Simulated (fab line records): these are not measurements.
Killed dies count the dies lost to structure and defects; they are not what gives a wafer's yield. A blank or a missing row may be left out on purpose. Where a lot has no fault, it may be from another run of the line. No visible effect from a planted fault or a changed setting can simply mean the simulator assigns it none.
Which tool did it?    flow sky130    Sampling: 13 lots, 39 wafers, 5 of 708 route steps

WHAT THE GAUGES SHOWED, per wafer
The record holds no reading of a measuring or inspecting step that can be judged against a usual standard deviation.

WHICH TOOL RAN EACH LOT (tool, then ch and the chambers of the sampled wafers, then the start)
lot   SKY_CAP2M_CVD_00                 SKY_METAL5_SPUTTER_01         SKY_METAL5_SPUTTER_02         SKY_METAL5_SPUTTER_04         SKY_PAD_OPEN_PROBE_99
L275  pecvd-01 ch 0,1, day 39 05:41    pvd-sputter-04, day 42 10:58  pvd-sputter-04, day 42 11:00  pvd-sputter-04, day 42 11:04  prober-01, day 45 10:08
L276  pecvd-01 ch 0,1,2, day 39 18:14  pvd-sputter-04, day 42 21:59  pvd-sputter-04, day 42 22:01  pvd-sputter-04, day 42 22:05  prober-02, day 45 19:52
L277  pecvd-02 ch 0,1,2, day 40 05:31  pvd-sputter-01, day 43 08:21  pvd-sputter-01, day 43 08:22  pvd-sputter-01, day 43 08:26  prober-01, day 46 04:35
L278  pecvd-04 ch 0,1,2, day 40 16:44  pvd-sputter-03, day 43 19:10  pvd-sputter-03, day 43 19:11  pvd-sputter-03, day 43 19:16  prober-02, day 46 14:14
L280  pecvd-02 ch 0,2, day 41 02:43    pvd-sputter-04, day 44 03:26  pvd-sputter-04, day 44 03:28  pvd-sputter-04, day 44 03:32  prober-02, day 46 22:22
L281  pecvd-02 ch 0,2, day 41 09:19    pvd-sputter-04, day 44 10:53  pvd-sputter-04, day 44 10:55  pvd-sputter-04, day 44 10:59  prober-01, day 47 04:06
L287  pecvd-01 ch 1,2, day 43 09:16    pvd-sputter-03, day 46 04:41  pvd-sputter-03, day 46 04:42  pvd-sputter-03, day 46 04:46  prober-02, day 48 17:44
L290  pecvd-02 ch 0,1, day 44 06:56    pvd-sputter-04, day 47 01:49  pvd-sputter-04, day 47 01:50  pvd-sputter-04, day 47 01:55  prober-01, day 49 12:20
L291  pecvd-02 ch 1,2, day 44 09:29    pvd-sputter-04, day 47 04:48  pvd-sputter-04, day 47 04:50  pvd-sputter-04, day 47 04:53  prober-02, day 49 15:59
L293  pecvd-02 ch 0,1,2, day 44 18:02  pvd-sputter-04, day 47 12:10  pvd-sputter-04, day 47 12:12  pvd-sputter-04, day 47 12:16  prober-02, day 49 22:47
L295  pecvd-04 ch 0,1,2, day 45 10:30  pvd-sputter-03, day 48 03:11  pvd-sputter-03, day 48 03:13  pvd-sputter-03, day 48 03:17  prober-02, day 50 09:10
L296  pecvd-04 ch 0,1,2, day 45 14:22  pvd-sputter-01, day 48 06:23  pvd-sputter-01, day 48 06:24  pvd-sputter-01, day 48 06:28  prober-01, day 50 12:38
L298  pecvd-04 ch 0,1, day 46 01:26    pvd-sputter-03, day 48 15:37  pvd-sputter-03, day 48 15:39  pvd-sputter-03, day 48 15:43  prober-01, day 50 21:08
- SKY_CAP2M_CVD_00: deposits SiO2, target thk 15.5 nm.
- SKY_METAL5_SPUTTER_01: material TiN, target thk 20 nm, time 16.7 s.
- SKY_METAL5_SPUTTER_02: material AlCu, target thk 1150 nm, time 61.2 s.
- SKY_METAL5_SPUTTER_04: material TiN, target thk 70 nm, time 58.3 s.
- SKY_PAD_OPEN_PROBE_99

WHAT THE TOOLS THEMSELVES READ (means of the sampled wafers that have a number; where no wafer has one, the mark that the record gives instead)
SKY_CAP2M_CVD_00. Usual: 699 W for heater-power-w, sd 100.
lot   tool      heater-power-w (W)  flag
L275  pecvd-01  702                 
L276  pecvd-01  723                 
L277  pecvd-02  680                 
L278  pecvd-04  710                 
L280  pecvd-02  733                 
L281  pecvd-02  864                 
L287  pecvd-01  683                 
L290  pecvd-02  743                 
L291  pecvd-02  628                 
L293  pecvd-02  698                 
L295  pecvd-04  664                 
L296  pecvd-04  636                 
L298  pecvd-04  739                 

SKY_METAL5_SPUTTER_01. Usual: 30.0 % for throttle-valve-pct, sd 1.2.
lot   tool            throttle-valve-pct (%)  flag
L275  pvd-sputter-04  30.0                    
L276  pvd-sputter-04  28.7                    
L277  pvd-sputter-01  29.4                    
L278  pvd-sputter-03  30.2                    
L280  pvd-sputter-04  29.1                    
L281  pvd-sputter-04  31.3                    
L287  pvd-sputter-03  30.7                    
L290  pvd-sputter-04  31.3                    
L291  pvd-sputter-04  29.9                    
L293  pvd-sputter-04  30.6                    
L295  pvd-sputter-03  30.0                    
L296  pvd-sputter-01  28.8                    
L298  pvd-sputter-03  30.2                    

SKY_METAL5_SPUTTER_02. Usual: 30.0 % for throttle-valve-pct, sd 1.2.
lot   tool            throttle-valve-pct (%)  flag
L275  pvd-sputter-04  29.9                    
L276  pvd-sputter-04  28.8                    
L277  pvd-sputter-01  29.6                    
L278  pvd-sputter-03  30.0                    
L280  pvd-sputter-04  29.0                    
L281  pvd-sputter-04  31.3                    
L287  pvd-sputter-03  30.7                    
L290  pvd-sputter-04  31.2                    
L291  pvd-sputter-04  30.0                    
L293  pvd-sputter-04  30.5                    
L295  pvd-sputter-03  30.1                    
L296  pvd-sputter-01  28.7                    
L298  pvd-sputter-03  30.2                    

SKY_METAL5_SPUTTER_04. Usual: 29.9 % for throttle-valve-pct, sd 1.2.
lot   tool            throttle-valve-pct (%)  flag
L275  pvd-sputter-04  30.0                    
L276  pvd-sputter-04  28.7                    
L277  pvd-sputter-01  29.4                    
L278  pvd-sputter-03  30.3                    
L280  pvd-sputter-04  29.0                    
L281  pvd-sputter-04  31.2                    
L287  pvd-sputter-03  30.9                    
L290  pvd-sputter-04  31.2                    
L291  pvd-sputter-04  29.9                    
L293  pvd-sputter-04  30.4                    
L295  pvd-sputter-03  30.0                    
L296  pvd-sputter-01  28.7                    
L298  pvd-sputter-03  30.2                    

SKY_PAD_OPEN_PROBE_99. Usual: defect-limited-yield 82.9 %, standard deviation 2; killed_at_M0_to_M3 43, standard deviation 7; killed_at_M4_up 3.0, standard deviation 1.9; killed-at-contacts 24, standard deviation 4.6; killed-at-front-end 15, standard deviation 4.1; killed-at-other 0.3, standard deviation 0.52; killed-dies 84, standard deviation 9.7; killed-on-rim 16, standard deviation 3.6; killed-open 46, standard deviation 6.9; killed-short 38, standard deviation 6.8; sort_bin_3_pad_short 0.8 %, standard deviation 0.41; sort_bin_5_function 10.2 %, standard deviation 1.5; sort_bin_6_memory 6.1 %, standard deviation 1.1; sort-n-pass 408, standard deviation 9.7; sort-yield-pct 82.9 %, standard deviation 2.
lot   tool       defect-limited-yield (%)  killed_at_M0_to_M3  killed_at_M4_up  killed-at-contacts  killed-at-front-end  killed-at-other  killed-dies  killed-on-rim  killed-open  killed-short  sort_bin_3_pad_short (%)  sort_bin_5_function (%)  sort_bin_6_memory (%)  sort-n-pass  sort-yield-pct (%)  flag
L275  prober-01  81.3                      43                  4.0              28                  17                   0.0              92           16             52           40            0.9                       11.3                     6.5                    400          81.3                
L276  prober-02  85.0                      35                  3.0              20                  16                   0.3              74           15             42           30            0.3                       9.6                      5.2                    418          85.0                
L277  prober-01  82.6                      40                  2.7              23                  20                   0.7              86           18             49           36            0.9                       10.7                     5.8                    406          82.6                
L278  prober-02  84.0                      45                  4.7              18                  10                   1.3              79           15             42           36            0.6                       8.9                      6.4                    413          84.0                
L280  prober-02  81.4                      45                  4.3              23                  19                   0.0              92           16             53           39            1.1                       11.0                     6.6                    400          81.4                
L281  prober-01  82.1                      43                  3.3              26                  15                   0.3              88           19             51           36            1.1                       10.0                     6.8                    404          82.1                
L287  prober-02  81.1                      46                  3.7              27                  15                   0.7              93           18             46           45            0.9                       11.3                     6.6                    399          81.1                
L290  prober-01  71.6                      42                  4.0              20                  10                   64.3             140          19             37           38            4.5                       16.7                     7.2                    352          71.6                OFF
L291  prober-02  71.3                      48                  2.7              24                  12                   55.0             141          27             48           37            3.9                       16.9                     7.9                    351          71.3                OFF
L293  prober-02  71.1                      40                  1.3              20                  19                   62.0             142          22             49           31            3.3                       17.9                     7.7                    350          71.1                OFF
L295  prober-02  84.4                      38                  1.7              23                  13                   0.7              77           13             49           27            0.3                       9.8                      5.5                    415          84.4                
L296  prober-01  84.5                      35                  3.7              25                  12                   0.7              76           17             42           34            1.0                       9.2                      5.3                    416          84.5                
L298  prober-01  83.7                      45                  2.7              20                  13                   0.0              80           17             39           41            1.0                       8.9                      6.4                    412          83.7                

THE ANSWER, worked out from the rows above alone
Rule: take the mean of a lot's wafers that have a number; if it is more than 3 standard deviations from the usual mean, the lot is off. A lot without any number at a reading at which 4 lots or more have one is off too. Where the step has rows for the other lots, those lots are counted as sound. After the gauges, taken in route order, come the tools' own readings; for these a lot's mean is taken, as printed above. At the first step where some lot is off, the reading lying furthest off is the one used; lots without a number count as furthest.
Off at SKY_PAD_OPEN_PROBE_99 (killed-at-other): L290, L291, L293.
A tool fits if, at that step or a process step before it, it ran every lot that is off, and no sound lot after the first of them. 2 tools fit, pecvd-02 at SKY_CAP2M_CVD_00 and pvd-sputter-04 at SKY_METAL5_SPUTTER_01 and SKY_METAL5_SPUTTER_02 and SKY_METAL5_SPUTTER_04, so this cannot tell which one it is.

WHAT THE SIMULATOR HAD PUT IN
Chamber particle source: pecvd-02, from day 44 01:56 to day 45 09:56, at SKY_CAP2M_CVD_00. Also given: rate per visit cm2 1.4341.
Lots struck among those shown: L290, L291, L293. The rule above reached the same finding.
